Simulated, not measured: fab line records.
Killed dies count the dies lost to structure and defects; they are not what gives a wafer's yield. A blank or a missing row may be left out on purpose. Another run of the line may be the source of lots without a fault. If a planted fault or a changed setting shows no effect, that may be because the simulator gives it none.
The tool behind it: which one?	flow sky130	24 lots, 72 wafers sampled, at 6 steps of a route of 708

== WHAT EACH GAUGE READ, for each wafer ==
SKY_VIA1_CD_MEAS_12: the cd target is 150 nm.
lot	measured	on	cd nm (nm)
L074	day 34 06:21	cd sem-01	148.9 147.5 148.6
L075	day 34 18:54	cd sem-02	150.3 149.9 151.6
L076	day 35 03:40	cd sem-02	152.3 154.3 151.6
L077	day 35 12:16	cd sem-01	151.8 151.3 151.8
L078	day 35 16:02	cd sem-01	151.6 151.6 150.8
L079	day 36 06:24	cd sem-02	151.7 151.0 151.9
L080	day 36 07:46	cd sem-02	146.1 145.7 145.6
L081	day 36 11:30	cd sem-02	153.1 151.4 151.0
L082	day 36 19:14	cd sem-02	151.6 152.1 152.0
L083	day 37 05:38	cd sem-02	149.2 147.6 148.1
L084	day 37 07:58	cd sem-01	150.0 150.9 150.4
L085	day 37 16:55	cd sem-01	152.7 150.6 152.5
L087	day 38 06:33	cd sem-02	149.6 148.2 149.1
L086	day 38 08:19	cd sem-02	148.2 147.8 147.5
L088	day 38 08:42	cd sem-01	154.7 155.6 154.5
L089	day 39 00:28	cd sem-01	146.3 149.1 147.9
L090	day 39 07:12	cd sem-01	148.2 148.4 147.9
L091	day 39 10:10	cd sem-02	152.7 153.4 152.2
L092	day 39 15:41	cd sem-01	147.9 149.0 148.9
L093	day 40 06:05	cd sem-01	154.1 154.6 153.6
L094	day 40 07:30	cd sem-01	152.9 152.7 153.2
L095	day 40 10:37	cd sem-02	149.8 149.6 149.7
L096	day 40 19:46	cd sem-02	151.3 152.2 150.6
L097	day 41 04:19	cd sem-01	151.0 152.8 150.8

SKY_VIA3_OVL_MEAS_13.
lot	measured	on	VIA3_OVL (nm)
L074	day 39 22:59	overlay-01	7 14 5
L075	day 40 09:59	overlay-02	12 5 10
L076	day 40 16:58	overlay-01	1 0 2
L077	day 41 02:13	overlay-01	5 -5 12
L078	day 41 05:26	overlay-01	7 8 3
L079	day 41 17:40	overlay-02	8 10 9
L080	day 41 19:31	overlay-01	4 2 6
L081	day 41 22:23	overlay-01	6 9 4
L082	day 42 07:02	overlay-02	-2 -3 7
L083	day 42 17:11	overlay-02	4 13 1
L084	day 42 17:32	overlay-02	-1 1 -5
L085	day 43 01:52	overlay-01	10 11 9
L087	day 43 15:26	overlay-02	10 13 11
L086	day 43 17:14	overlay-02	8 -5 7
L088	day 43 17:34	overlay-01	9 15 6
L089	day 44 05:41	overlay-01	0 2 4
L090	day 44 13:07	overlay-01	5 3 5
L091	day 44 17:00	overlay-01	-8 -10 -7
L092	day 44 20:13	overlay-02	8 0 2
L093	day 45 08:38	overlay-02	2 -3 -4
L094	day 45 12:56	overlay-01	-1 6 7
L095	day 45 15:04	overlay-02	-3 9 6
L096	day 45 22:02	overlay-01	0 5 -1
L097	day 46 04:54	overlay-02	2 2 6

SKY_METAL5_RS_MEAS_05: the measuring method here is four-point-probe.
lot	measured	on	METAL5_ALCU_RS (ohm/sq)
L074	day 43 05:12	film metro-03	0.0275 0.0273 0.0273
L075	day 43 15:13	film metro-02	0.0269 0.0268 0.0265
L076	day 43 21:00	film metro-03	0.0273 0.0272 0.0266
L077	day 44 05:25	film metro-03	0.0265 0.0270 0.0270
L078	day 44 07:44	film metro-03	0.0267 0.0269 0.0268
L079	day 44 20:46	film metro-02	0.0268 0.0262 0.0266
L080	day 44 21:43	film metro-03	0.0271 0.0266 0.0270
L081	day 45 01:11	film metro-01	0.0262 0.0267 0.0266
L082	day 45 08:45	film metro-03	0.0269 0.0274 0.0267
L083	day 45 18:34	film metro-02	0.0265 0.0272 0.0269
L084	day 45 19:16	film metro-03	0.0268 0.0271 0.0267
L085	day 46 01:42	film metro-01	0.0275 0.0265 0.0272
L087	day 46 14:13	film metro-02	0.0261 0.0274 0.0272
L086	day 46 17:10	film metro-01	0.0270 0.0267 0.0267
L088	day 46 17:46	film metro-03	0.0266 0.0268 0.0267
L089	day 47 02:55	film metro-01	0.0273 0.0275 0.0274
L090	day 47 10:21	film metro-02	0.0271 0.0273 0.0270
L091	day 47 14:02	film metro-01	0.0274 0.0272 0.0275
L092	day 47 16:23	film metro-02	0.0271 0.0271 0.0270
L093	day 48 03:32	film metro-03	0.0274 0.0273 0.0272
L094	day 48 07:43	film metro-02	0.0275 0.0274 0.0274
L095	day 48 09:19	film metro-03	0.0269 0.0271 0.0270
L096	day 48 17:18	film metro-02	0.0273 0.0275 0.0274
L097	day 48 20:59	film metro-02	0.0262 0.0269 0.0262

== WHICH TOOL RAN EACH LOT (tool, then ch and the chambers of the sampled wafers, then the start) ==
lot	SKY_METAL2_DESCUM_17	SKY_METAL3_SPUTTER_02	SKY_METAL3_METAL_ETCH_18
L074	rie metal-02 ch 1, day 35 10:55	pvd sputter-03, day 36 16:21	rie metal-01 ch 0,1, day 38 20:52
L075	rie metal-02 ch 0,1, day 35 22:58	pvd sputter-03, day 37 04:22	rie metal-03 ch 0, day 39 07:44
L076	rie metal-01 ch 0,1, day 36 07:41	pvd sputter-03, day 37 12:34	rie metal-01 ch 0,1, day 39 15:14
L077	rie metal-01 ch 0,1, day 36 16:08	pvd sputter-03, day 37 20:20	rie metal-01 ch 0,1, day 39 23:55
L078	rie metal-01 ch 0,1, day 36 20:13	pvd sputter-01, day 38 00:35	rie metal-03 ch 0,1, day 40 03:23
L079	rie metal-01 ch 0, day 37 09:34	pvd sputter-03, day 38 14:14	rie metal-03 ch 1, day 40 16:47
L080	rie metal-02 ch 0,1, day 37 11:59	pvd sputter-03, day 38 16:41	rie metal-03 ch 0,1, day 40 18:13
L081	rie metal-01 ch 0,1, day 37 14:53	pvd sputter-04, day 38 19:34	rie metal-03 ch 0,1, day 40 20:27
L082	rie metal-01 ch 0,1, day 37 22:47	pvd sputter-03, day 39 02:47	rie metal-03 ch 0,1, day 41 05:31
L083	rie metal-01 ch 0,1, day 38 09:23	pvd sputter-01, day 39 13:14	rie metal-01 ch 0,1, day 41 15:31
L084	rie metal-02 ch 0,1, day 38 11:17	pvd sputter-04, day 39 14:41	rie metal-04 ch 0,1, day 41 16:22
L085	rie metal-03 ch 0,1, day 38 20:16	pvd sputter-03, day 39 23:43	rie metal-03 ch 0,1, day 42 01:25
L087	rie metal-03 ch 0,1, day 39 09:13	pvd sputter-04, day 40 12:44	rie metal-03 ch 0,1, day 42 14:34
L086	rie metal-02 ch 0,1, day 39 11:31	pvd sputter-01, day 40 14:49	rie metal-01 ch 0,1, day 42 16:43
L088	rie metal-01 ch 0,1, day 39 11:53	pvd sputter-03, day 40 15:28	rie metal-04 ch 0,1, day 42 16:54
L089	rie metal-03 ch 0,1, day 40 02:43	pvd sputter-04, day 41 06:18	rie metal-03 ch 0,1, day 43 05:52
L090	rie metal-02 ch 0,1, day 40 09:08	pvd sputter-03, day 41 12:45	rie metal-04 ch 1, day 43 12:59
L091	rie metal-01 ch 0,1, day 40 12:10	pvd sputter-04, day 41 16:29	rie metal-04 ch 1, day 43 16:36
L092	rie metal-02 ch 0,1, day 40 18:08	pvd sputter-01, day 41 20:38	rie metal-01 ch 0,1, day 43 19:55
L093	rie metal-03 ch 0,1, day 41 07:51	pvd sputter-04, day 42 09:58	rie metal-01 ch 0,1, day 44 09:07
L094	rie metal-01 ch 0,1, day 41 10:46	pvd sputter-04, day 42 13:20	rie metal-03 ch 0,1, day 44 13:13
L095	rie metal-01 ch 1, day 41 13:07	pvd sputter-03, day 42 16:11	rie metal-04 ch 0,1, day 44 15:32
L096	rie metal-03 ch 0,1, day 41 21:28	pvd sputter-01, day 43 00:07	rie metal-04 ch 0, day 44 22:20
L097	rie metal-01 ch 0,1, day 42 06:44	pvd sputter-01, day 43 08:44	rie metal-01 ch 0,1, day 45 06:32
- SKY_METAL2_DESCUM_17: chemistry O2, time 8 s.
- SKY_METAL3_SPUTTER_02: material AlCu, target thk 735 nm, time 39.1 s.
- SKY_METAL3_METAL_ETCH_18: etches the open film in Cl2/BCl3, stops on SiO2, target depth 845 nm, time 183.1 s.

== AS READ BY THE TOOLS THEMSELVES (means over the sampled wafers that have a number; for cases with no such wafer, the mark the record gives instead) ==
SKY_METAL2_DESCUM_17.
lot	tool	drypump motor current A (A)	oes product au (a.u.)	rf fwd power W (W)
L074	rie metal-02	5.9	1.012	145.9
L075	rie metal-02	5.8	0.999	146.2
L076	rie metal-01	5.1	0.986	146.4
L077	rie metal-01	5.5	0.980	146.7
L078	rie metal-01	5.1	0.986	147.1
L079	rie metal-01	4.7	0.996	146.4
L080	rie metal-02	5.6	0.996	147.3
L081	rie metal-01	5.1	0.984	147.2
L082	rie metal-01	5.1	0.987	146.9
L083	rie metal-01	5.1	0.975	146.4
L084	rie metal-02	5.8	0.995	146.7
L085	rie metal-03	5.5	0.998	146.9
L087	rie metal-03	5.8	0.999	146.6
L086	rie metal-02	5.7	0.993	146.7
L088	rie metal-01	5.5	0.983	147.5
L089	rie metal-03	5.5	0.993	146.5
L090	rie metal-02	5.8	0.996	146.4
L091	rie metal-01	5.5	0.977	147.2
L092	rie metal-02	5.6	0.995	147.1
L093	rie metal-03	5.8	1.005	146.7
L094	rie metal-01	5.1	0.979	146.4
L095	rie metal-01	5.9	0.987	147.8
L096	rie metal-03	5.8	1.003	146.5
L097	rie metal-01	5.1	0.979	146.7

SKY_METAL3_SPUTTER_02.
lot	tool	throttle valve pct (%)
L074	pvd sputter-03	30.5
L075	pvd sputter-03	29.2
L076	pvd sputter-03	30.0
L077	pvd sputter-03	29.6
L078	pvd sputter-01	31.6
L079	pvd sputter-03	30.4
L080	pvd sputter-03	30.1
L081	pvd sputter-04	29.5
L082	pvd sputter-03	30.7
L083	pvd sputter-01	30.4
L084	pvd sputter-04	30.1
L085	pvd sputter-03	29.9
L087	pvd sputter-04	30.2
L086	pvd sputter-01	31.0
L088	pvd sputter-03	30.7
L089	pvd sputter-04	30.1
L090	pvd sputter-03	29.7
L091	pvd sputter-04	29.7
L092	pvd sputter-01	30.7
L093	pvd sputter-04	29.7
L094	pvd sputter-04	29.9
L095	pvd sputter-03	30.0
L096	pvd sputter-01	30.1
L097	pvd sputter-01	31.1

SKY_METAL3_METAL_ETCH_18.
lot	tool	bcl3 flow sccm (sccm)	drypump motor current A (A)	oes product au (a.u.)	rf fwd power W (W)	throttle valve pct (%)
L074	rie metal-01	30.05	5.5	0.869	894.8	22.270
L075	rie metal-03	30.00	5.1	0.869	898.0	22.258
L076	rie metal-01	29.93	5.1	0.868	896.5	22.263
L077	rie metal-01	29.98	5.1	0.870	897.5	22.268
L078	rie metal-03	29.94	5.5	0.863	896.4	22.270
L079	rie metal-03	30.02	6.2	0.876	897.9	22.260
L080	rie metal-03	29.97	5.5	0.876	895.5	22.255
L081	rie metal-03	29.94	5.8	0.859	896.4	22.262
L082	rie metal-03	29.91	5.5	0.867	895.7	22.256
L083	rie metal-01	29.96	5.1	0.865	895.6	22.260
L084	rie metal-04	30.05	5.5	0.866	896.9	22.278
L085	rie metal-03	30.05	5.8	0.868	898.5	22.266
L087	rie metal-03	29.96	5.5	0.868	895.3	22.266
L086	rie metal-01	29.89	5.5	0.873	899.0	22.268
L088	rie metal-04	29.96	5.5	0.868	898.4	22.263
L089	rie metal-03	30.01	5.5	0.868	898.8	22.267
L090	rie metal-04	30.04	5.4	0.872	897.8	22.263
L091	rie metal-04	30.04	5.4	0.858	898.3	22.257
L092	rie metal-01	29.95	5.1	0.861	896.5	22.260
L093	rie metal-01	29.98	5.1	0.871	900.6	22.271
L094	rie metal-03	30.01	5.8	0.860	897.0	22.266
L095	rie metal-04	30.04	5.5	0.865	896.9	22.266
L096	rie metal-04	29.89	5.6	0.862	900.4	22.275
L097	rie metal-01	29.99	5.5	0.865	896.8	22.269

== THE ANSWER, worked out from the rows above alone ==
Rule: what is usual is taken from the lots themselves. Put in order of their means at a reading, lots are off if they are a third of the lots or fewer, leave a main group of 4 or more, and stand apart from it by a gap of 3 or more times the standard deviation of the main group's means; of several such gaps the widest counts. A main group whose means are all the same, to the digits that the tables above print for the reading, isn't used. Also off: a lot with no number at a reading for which 4 or more lots have one. The other lots that the step has rows for count as sound. After the gauges, taken in route order, come the tools' own readings; for these a lot's mean is taken, as printed above. The first step at which some lot is off is used, and at that step the reading that is off furthest; a lot without a number counts as furthest.
Nothing can be told from this: no lot is off at any reading shown.

== WHAT WAS PUT IN BY THE SIMULATOR ==
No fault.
